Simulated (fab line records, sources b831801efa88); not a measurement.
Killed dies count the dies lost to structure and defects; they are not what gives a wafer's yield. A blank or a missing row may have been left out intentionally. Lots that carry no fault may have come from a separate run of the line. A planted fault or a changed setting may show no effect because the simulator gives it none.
Which tool was responsible?    flow gf180mcu    route of 602 steps, sampled at 1 step: 6 lots, 18 wafers

== WHAT THE GAUGES SHOWED, per wafer ==
GF_V3_CD_MEAS_14: target cd 260 nm.
lot   measured      on         cd nm (nm)
L535  day 22 16:46  cd sem-01  260.2 259.6 258.9
L540  day 24 18:08  cd sem-02  260.1 260.3 260.0
L543  day 25 19:29  cd sem-01  261.1 261.0 261.6
L545  day 26 06:25  cd sem-02  260.6 258.0 258.2
L552  day 28 03:16  cd sem-01  260.8 261.4 261.9
L556  day 29 06:31  cd sem-02  258.9 258.7 259.6

== TOOL THAT RAN EACH LOT (tool first, then ch and the chambers of the sampled wafers, then the start) ==
The record holds no process step before these readings.

== THE ANSWER, worked out from the rows above alone ==
Rule: what is usual is taken from the lots themselves. The widest of any qualifying gaps counts: lots, ordered by their means at a reading, are off when they make up no more than a third of the lots, leave a main group of 4 or more, and stand apart from it by 3 or more times the standard deviation of that group's means. A main group is skipped when, at the precision printed for the reading in the tables above, its means are all equal. A lot without any number at a reading at which 4 lots or more have one is off too. All remaining lots with rows at the step are treated as sound.
Across all readings shown, no lot is off: no conclusion can be drawn from this.

== WHAT THE SIMULATOR HAD PUT IN ==
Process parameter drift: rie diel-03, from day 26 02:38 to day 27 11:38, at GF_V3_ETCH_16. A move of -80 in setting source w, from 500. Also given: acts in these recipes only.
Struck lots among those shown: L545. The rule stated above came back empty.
